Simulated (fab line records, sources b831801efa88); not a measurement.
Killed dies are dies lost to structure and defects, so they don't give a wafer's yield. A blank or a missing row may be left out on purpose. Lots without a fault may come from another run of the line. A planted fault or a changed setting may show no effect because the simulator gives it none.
Which tool did it? | flow gf180mcu | 24 lots, 72 wafers sampled, at 1 step of a route of 602

WHAT THE GAUGES READ, wafer by wafer
GF_DUAL_GATE_OVL_MEAS_11. Usual: DUAL_GATE_OVL -1.1 nm, standard deviation 1.4.
lot  | measured     | on         | DUAL_GATE_OVL (nm) | flag
L074 | day 8 07:33  | overlay-02 | -0.2 -0.1 0.3      |
L075 | day 8 14:05  | overlay-02 | -2.7 -0.3 -1.8     |
L076 | day 8 21:32  | overlay-02 | 1.5 -0.2 0.4       |
L077 | day 9 06:01  | overlay-01 | -2.8 -2.8 -2.8     |
L078 | day 9 10:13  | overlay-02 | -1.7 -0.8 -1.2     |
L079 | day 9 20:08  | overlay-01 | -2.6 -2.3 -3.2     |
L080 | day 10 01:50 | overlay-01 | -2.6 -3.2 -3.2     |
L081 | day 10 09:47 | overlay-01 | 0.5 1.3 0.9        |
L082 | day 10 17:35 | overlay-01 | -2.2 -1.7 -1.6     |
L083 | day 10 21:19 | overlay-01 | -3.6 -2.7 -2.7     |
L084 | day 11 04:38 | overlay-02 | 0.2 1.3 2.1        |
L085 | day 11 14:22 | overlay-02 | -0.3 -2.0 -0.4     |
L086 | day 11 17:38 | overlay-02 | 0.4 1.7 -0.5       |
L087 | day 12 02:40 | overlay-01 | -1.7 0.0 -1.7      |
L088 | day 12 12:04 | overlay-02 | 0.8 2.0 1.3        |
L089 | day 12 21:40 | overlay-01 | -1.1 -2.5 -2.0     |
L090 | day 13 00:56 | overlay-01 | 0.1 -1.0 -1.6      |
L091 | day 13 07:40 | overlay-01 | -1.7 -0.7 -0.3     |
L092 | day 13 13:04 | overlay-01 | -2.5 -2.5 -1.3     |
L093 | day 13 19:38 | overlay-01 | -2.3 -0.1 -1.4     |
L094 | day 14 02:14 | overlay-01 | -1.4 0.1 -2.1      |
L095 | day 14 11:41 | overlay-02 | -2.5 -1.8 -0.3     |
L096 | day 14 19:52 | overlay-01 | -2.1 -1.5 -2.0     |
L097 | day 14 23:58 | overlay-01 | -2.2 -1.9 -1.0     |

WHICH TOOL RAN EACH LOT (tool, then ch and the chambers of the sampled wafers, then the start)
The record holds no process step before these readings.

WHAT THE TOOLS THEMSELVES READ (means of the sampled wafers that have a number; where no wafer has one, the mark that the record gives instead)
The record holds no such reading with a usual standard deviation.

THE ANSWER, worked out from the rows above alone
Rule: a lot is off if the mean of its wafers that have a number lies more than 3 standard deviations from the usual mean. A lot without any number at a reading at which 4 lots or more have one is off too. The other lots that the step has rows for count as sound. The gauges are gone through in route order, then the tools' own readings, and for those a lot's mean is taken as printed above. The first step at which some lot is off is used, and at that step the reading that is off furthest; a lot without a number counts as furthest.
No lot is off at any reading shown: from this, nothing can be told.

WHAT THE SIMULATOR HAD PUT IN
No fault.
